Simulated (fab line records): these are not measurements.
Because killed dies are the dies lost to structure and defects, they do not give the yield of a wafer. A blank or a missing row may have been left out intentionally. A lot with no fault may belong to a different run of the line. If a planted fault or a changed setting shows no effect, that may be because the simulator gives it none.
Which tool did it? ; flow gf180mcu ; 11 lots with 33 wafers sampled at 4 steps, on a route of 602 steps

== WHAT THE GAUGES SHOWED, per wafer ==
GF_PASSIVATION_THK_MEAS_01.
lot;measured;on;PASSIVATION_CVD_00_THK (nm)
L231;day 29 00:46;filmMetro-04;979 1027 1001
L232;day 29 06:07;filmMetro-03;973 998 999
L233;day 29 08:26;filmMetro-04;976 990 997
L234;day 29 16:12;filmMetro-04;1020 1001 1014
L235;day 30 02:25;filmMetro-04;995 999 999
L243;day 32 04:43;filmMetro-03;360 359 365
L245;day 32 19:53;filmMetro-04;1021 392 383
L246;day 32 21:46;filmMetro-04;981 985 1011
L247;day 33 01:53;filmMetro-02;974 992 1001
L249;day 33 17:40;filmMetro-02;989 1002 1005
L251;day 34 03:31;filmMetro-02;990 1009 978

== TOOL THAT RAN EACH LOT (tool first, then ch and the chambers of the sampled wafers, then the start) ==
lot;GF_V5_SPUTTER_21;GF_TOP_METAL_SPUTTER_01;GF_PASSIVATION_CVD_00
L231;pvdSputter-03, day 28 03:28;pvdSputter-01, day 28 04:16;pecvd-01 ch 1,2, day 29 00:40
L232;pvdSputter-01, day 28 08:58;pvdSputter-02, day 28 09:52;pecvd-02 ch 1,2, day 29 06:02
L233;pvdSputter-03, day 28 10:47;pvdSputter-01, day 28 11:34;pecvd-03 ch 0,1, day 29 08:20
L234;pvdSputter-04, day 28 19:02;pvdSputter-01, day 28 19:49;pecvd-03 ch 0,1,2, day 29 16:07
L235;pvdSputter-01, day 29 06:18;pvdSputter-04, day 29 07:06;pecvd-02 ch 0,1,2, day 30 02:19
L243;pvdSputter-01, day 31 10:19;pvdSputter-02, day 31 11:06;pecvd-03 ch 1,2, day 32 04:37
L245;pvdSputter-04, day 32 01:22;pvdSputter-02, day 32 02:12;pecvd-03 ch 1,2, day 32 19:47
L246;pvdSputter-01, day 32 03:38;pvdSputter-01, day 32 04:26;pecvd-02 ch 0,2, day 32 21:41
L247;pvdSputter-03, day 32 07:36;pvdSputter-04, day 32 08:23;pecvd-01 ch 0,2, day 33 01:48
L249;pvdSputter-01, day 33 00:43;pvdSputter-04, day 33 01:30;pecvd-01 ch 0,2, day 33 17:35
L251;pvdSputter-04, day 33 10:43;pvdSputter-01, day 33 11:31;pecvd-01 ch 0,1, day 34 03:25
- GF_V5_SPUTTER_21: material Ti, target thk 15 nm, time 80.02 s.
- GF_TOP_METAL_SPUTTER_01: material TiN, target thk 30 nm, time 25 s.
- GF_PASSIVATION_CVD_00: deposits SiO2 from TEOS, target thk 1000 nm, time 111.95 s.

== THE ANSWER, worked out from the rows above alone ==
Rule: usual is defined by the lots themselves. Put in order of their means at a reading, lots are off if they are a third of the lots or fewer, leave a main group of 4 or more, and stand apart from it by a gap of 3 or more times the standard deviation of the main group's means; of several such gaps the widest counts. If all means in a main group match to the digits the tables above print for the reading, that group is not used. Also off: a lot with no number at a reading for which 4 or more lots have one. All remaining lots with rows at the step are treated as sound.
Off: L243, L245, seen at GF_PASSIVATION_THK_MEAS_01 (PASSIVATION_CVD_00_THK). Mean 996 nm and standard deviation 7.3 in the main group.
If a tool, at a process step before that reading, ran all the lots that are off and no sound lot after the first of them, it fits. Those tools and the gauges at GF_PASSIVATION_THK_MEAS_01 are tried in the same way. 2 tools fit, pvdSputter-02 at GF_TOP_METAL_SPUTTER_01 and pecvd-03 at GF_PASSIVATION_CVD_00, so this cannot tell which one it is.

== WHAT THE SIMULATOR PUT IN ==
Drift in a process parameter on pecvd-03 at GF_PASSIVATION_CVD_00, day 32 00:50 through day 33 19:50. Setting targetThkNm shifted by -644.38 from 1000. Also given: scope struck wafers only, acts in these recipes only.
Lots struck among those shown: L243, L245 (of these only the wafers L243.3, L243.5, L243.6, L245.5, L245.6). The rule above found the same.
